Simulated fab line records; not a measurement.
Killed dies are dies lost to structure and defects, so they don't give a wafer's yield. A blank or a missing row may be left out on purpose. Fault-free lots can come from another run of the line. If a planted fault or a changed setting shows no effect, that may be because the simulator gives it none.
The tool behind it: which one? + flow sky130 + 13 lots with 39 wafers sampled at 5 steps, on a route of 708 steps

## WHAT THE GAUGES SHOWED, per wafer
SKY_SONOS_ONO_THK_MEAS_01.
| lot  | measured     | on            | SONOS_ONO_OXIDATION_THK (nm) |
|------|--------------|---------------|------------------------------|
| L857 | day 11 15:27 | film metro-03 | 2.47 2.59 2.55               |
| L858 | day 11 20:50 | film metro-01 | 2.61 2.66 2.62               |
| L859 | day 12 02:20 | film metro-03 | 2.57 2.56 2.57               |
| L861 | day 12 21:10 | film metro-04 | 2.54 2.64 2.55               |
| L862 | day 13 00:54 | film metro-03 | 2.59 2.64 2.58               |
| L866 | day 14 11:35 | film metro-01 | 2.63 2.50 2.65               |
| L867 | day 14 22:54 | film metro-03 | 2.60 2.55 2.60               |
| L868 | day 15 10:53 | film metro-04 | 2.63 2.66 2.62               |
| L871 | day 16 06:19 | film metro-03 | 2.58 2.57 2.61               |
| L873 | day 17 03:59 | film metro-03 | 2.57 2.53 2.61               |
| L876 | day 17 20:34 | film metro-03 | 2.60 2.69 2.57               |
| L880 | day 19 08:03 | film metro-03 | 2.60 2.63 2.68               |
| L879 | day 19 10:20 | film metro-04 | 2.64 2.65 2.65               |

SKY_LDD_HVN_TW_MEAS_10.
| lot  | measured     | on            | LDD_HVN_TW                    |
|------|--------------|---------------|-------------------------------|
| L857 | day 20 07:31 | film metro-02 | 1429 1437 1445                |
| L858 | day 20 17:19 | film metro-04 | 1416 1433 1424                |
| L859 | day 20 21:13 | film metro-04 | 1433 1421 1432                |
| L861 | day 22 01:08 | film metro-01 | 1449 1436 1447                |
| L862 | day 22 04:04 | film metro-04 | 1425 1422 1415                |
| L866 | day 23 15:31 | film metro-04 | 1422 1417 1415                |
| L867 | day 24 06:14 | film metro-04 | 1421 1429 1418                |
| L868 | day 24 21:58 | film metro-04 | 1416 1420 1425                |
| L871 | day 25 15:38 | film metro-01 | 1448 1436 1455                |
| L873 | day 26 15:38 | film metro-01 | 1448 1443 1439                |
| L876 | day 27 04:39 | film metro-01 | 1367 1366 1366 1370 1371 1372 |
| L880 | day 28 16:35 | film metro-04 | 1421 1419 1413                |
| L879 | day 28 17:47 | film metro-04 | 1348 1345 1340 1340 1339 1342 |

SKY_LDD_LDN_TW_MEAS_13.
| lot  | measured     | on            | LDD_LDN_TW     |
|------|--------------|---------------|----------------|
| L857 | day 22 20:53 | film metro-04 | 1463 1463 1458 |
| L858 | day 23 07:13 | film metro-03 | 1469 1471 1476 |
| L859 | day 23 10:04 | film metro-04 | 1449 1451 1449 |
| L861 | day 24 14:30 | film metro-01 | 1485 1483 1489 |
| L862 | day 24 16:33 | film metro-03 | 1482 1496 1486 |
| L866 | day 26 03:33 | film metro-01 | 1486 1487 1486 |
| L867 | day 26 17:53 | film metro-03 | 1481 1495 1495 |
| L868 | day 27 08:25 | film metro-01 | 1486 1491 1492 |
| L871 | day 28 01:54 | film metro-01 | 1495 1490 1490 |
| L873 | day 29 04:27 | film metro-01 | 1489 1484 1492 |
| L876 | day 29 14:45 | film metro-03 | 1475 1474 1482 |
| L880 | day 31 00:12 | film metro-03 | 1478 1465 1466 |
| L879 | day 31 01:41 | film metro-04 | 1455 1463 1460 |

SKY_SD_P_OVL_MEAS_08.
| lot  | measured     | on         | SD_P_OVL (nm)  |
|------|--------------|------------|----------------|
| L857 | day 25 10:38 | overlay-01 | -1.6 -2.6 -1.4 |
| L858 | day 25 20:19 | overlay-01 | -1.0 -0.2 -1.5 |
| L859 | day 25 22:53 | overlay-02 | -0.6 0.3 0.1   |
| L861 | day 27 04:09 | overlay-01 | -0.1 1.1 -0.1  |
| L862 | day 27 05:02 | overlay-01 | 0.5 1.4 0.5    |
| L866 | day 28 14:24 | overlay-02 | 1.7 2.0 2.7    |
| L867 | day 29 05:23 | overlay-01 | -0.3 -0.7 -0.5 |
| L868 | day 29 18:02 | overlay-02 | 2.1 1.5 2.3    |
| L871 | day 30 13:34 | overlay-02 | 1.1 0.9 1.6    |
| L873 | day 31 12:59 | overlay-02 | -1.4 1.7 1.4   |
| L876 | day 32 00:18 | overlay-02 | 1.1 1.0 0.7    |
| L880 | day 33 07:41 | overlay-01 | -0.6 -1.8 0.3  |
| L879 | day 33 16:10 | overlay-02 | -0.8 -1.8 -0.5 |

## EACH LOT AND THE TOOL THAT RAN IT (in order: tool; ch and the chambers of the sampled wafers; start)
| lot  | SKY_LDD_HVN_IMPLANT_08          |
|------|---------------------------------|
| L857 | implanter-04 ch 0, day 20 07:16 |
| L858 | implanter-04 ch 0, day 20 17:05 |
| L859 | implanter-04 ch 0, day 20 21:00 |
| L861 | implanter-03 ch 0, day 22 00:53 |
| L862 | implanter-03 ch 0, day 22 03:49 |
| L866 | implanter-04 ch 0, day 23 15:16 |
| L867 | implanter-03 ch 0, day 24 06:01 |
| L868 | implanter-01 ch 0, day 24 21:45 |
| L871 | implanter-01 ch 0, day 25 15:23 |
| L873 | implanter-01 ch 0, day 26 15:23 |
| L876 | implanter-03 ch 0, day 27 04:24 |
| L880 | implanter-04 ch 0, day 28 16:20 |
| L879 | implanter-03 ch 0, day 28 17:32 |
- SKY_LDD_HVN_IMPLANT_08

## AS READ BY THE TOOLS THEMSELVES (means over the sampled wafers that have a number; for cases with no such wafer, the mark the record gives instead)
SKY_LDD_HVN_IMPLANT_08.
| lot  | tool         | beam energy keV | beam on s (s) |
|------|--------------|-----------------|---------------|
| L857 | implanter-04 | 59.977          | 10.19         |
| L858 | implanter-04 | 60.009          | 9.93          |
| L859 | implanter-04 | 59.991          | 10.04         |
| L861 | implanter-03 | 60.025          | 9.96          |
| L862 | implanter-03 | 60.007          | 10.02         |
| L866 | implanter-04 | 59.997          | 9.97          |
| L867 | implanter-03 | 59.994          | 9.97          |
| L868 | implanter-01 | 60.023          | 9.70          |
| L871 | implanter-01 | 59.995          | 10.00         |
| L873 | implanter-01 | 59.986          | 9.82          |
| L876 | implanter-03 | 48.251          | 10.10         |
| L880 | implanter-04 | 60.023          | 10.15         |
| L879 | implanter-03 | 48.235          | 9.98          |

## THE ANSWER, worked out from the rows above alone
Rule: the usual values come from the lots themselves. Put in order of their means at a reading, lots are off if they are a third of the lots or fewer, leave a main group of 4 or more, and stand apart from it by a gap of 3 or more times the standard deviation of the main group's means; of several such gaps the widest counts. Not used: any main group whose means are identical at the precision the tables above print for the reading. A lot without any number at a reading at which 4 lots or more have one is off too. All remaining lots with rows at the step are treated as sound. The gauges are gone through in route order, then the tools' own readings, and for those a lot's mean is taken as printed above. The first step at which some lot is off is used, and at that step the reading that is off furthest; a lot without a number counts as furthest.
Off: at SKY_LDD_HVN_TW_MEAS_10 (LDD_HVN_TW), L876, L879. Mean 1429 and standard deviation 11 in the main group.
A tool fits if, at a process step before that reading, it ran every lot that is off, and no sound lot after the first of them. Not tried: the gauges at SKY_LDD_HVN_TW_MEAS_10; whatever is off there is also off at SKY_LDD_HVN_IMPLANT_08, on other tools, and gauge error can't account for it. One candidate fits, namely implanter-03 at SKY_LDD_HVN_IMPLANT_08. Its last sound lot is L867 (day 24 06:01), its first lot that is off L876 (day 27 04:24): a fault that began between those two fits.
The tool's own readings at SKY_LDD_HVN_IMPLANT_08 bear it out: on the lots that are off they differ by more than 5 times the standard deviation of the sound lots' means. beam energy keV reads 48.243 there against 60.002 on the sound lots.

## WHAT THE SIMULATOR HAD INSERTED
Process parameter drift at SKY_LDD_HVN_IMPLANT_08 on implanter-03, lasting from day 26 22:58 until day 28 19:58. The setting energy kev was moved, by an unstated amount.
Lots struck among those shown: L876, L879. The rule given above showed the same thing.
